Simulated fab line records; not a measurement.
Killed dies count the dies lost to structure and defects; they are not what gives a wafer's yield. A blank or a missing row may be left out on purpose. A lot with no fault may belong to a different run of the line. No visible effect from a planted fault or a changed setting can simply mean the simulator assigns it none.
2 desks, one fault    flow gf180mcu    every desk sees just its own numbers, and what lay behind them comes last

THE METROLOGY DESK
What the gauges read, lot by lot, whatever tool the lot ran on: means of the sampled wafers that have a number. The brackets show how far a lot's mean lies from the usual mean; more than 4 standard deviations puts the lot out of limits, marked OUT.
Columns: A = M3_ALCU_RS at GF_M3_RS_MEAS_05, usual 0.0700 ohm/sq
lot   first seen here  A
L972  day 21 02:48     0.0690
L974  day 21 16:56     0.0699
L977  day 22 13:20     0.0697
L976  day 22 13:36     0.0706
L979  day 23 07:47     0.0701
L982  day 24 07:37     0.0711
L987  day 25 23:11     0.0703
L989  day 26 14:43     0.0702
L990  day 26 22:58     0.0706
L991  day 27 06:55     0.0700
L992  day 27 12:11     0.0692
L994  day 27 22:31     0.0686
This desk's finding: nothing out of limits on any of the 12 lots.

DESK OF THE TOOL OWNER: plasma-asher-03
The tool's own readings at GF_M2_STRIP_17 (strips in O2/N2): means of the sampled wafers that have a number, for each lot that ran on this tool. The brackets show how far a lot's mean lies from the usual mean; more than 4 standard deviations puts the lot out of limits, marked OUT.
Columns: A = drypump-motor-current-A at GF_M2_STRIP_17, usual 5.71 A; B = heater-power-w at GF_M2_STRIP_17, usual 330 W; C = oes-product-au at GF_M2_STRIP_17, usual 0.537 a.u.; D = strip-time-to-endpoint-s at GF_M2_STRIP_17, usual 7.38 s
lot   first seen here  A     B    C      D
L974  day 20 14:08     5.59  298  0.536  7.38
L976  day 21 10:31     5.60  295  0.538  7.39
L977  day 21 11:09     5.60  296  0.537  7.35
L979  day 22 05:22     5.59  298  0.544  7.41
L982  day 23 05:55     5.57  313  0.531  7.38
L992  day 26 12:15     5.62  295  0.534  7.44
This desk's finding: nothing out of limits on any of the 6 lots.

TAKEN TOGETHER
From the metrology desk's view, nothing was out of limits.
Nothing out of limits was seen by the tool owner's desk.

WHAT WAS PUT IN BY THE SIMULATOR
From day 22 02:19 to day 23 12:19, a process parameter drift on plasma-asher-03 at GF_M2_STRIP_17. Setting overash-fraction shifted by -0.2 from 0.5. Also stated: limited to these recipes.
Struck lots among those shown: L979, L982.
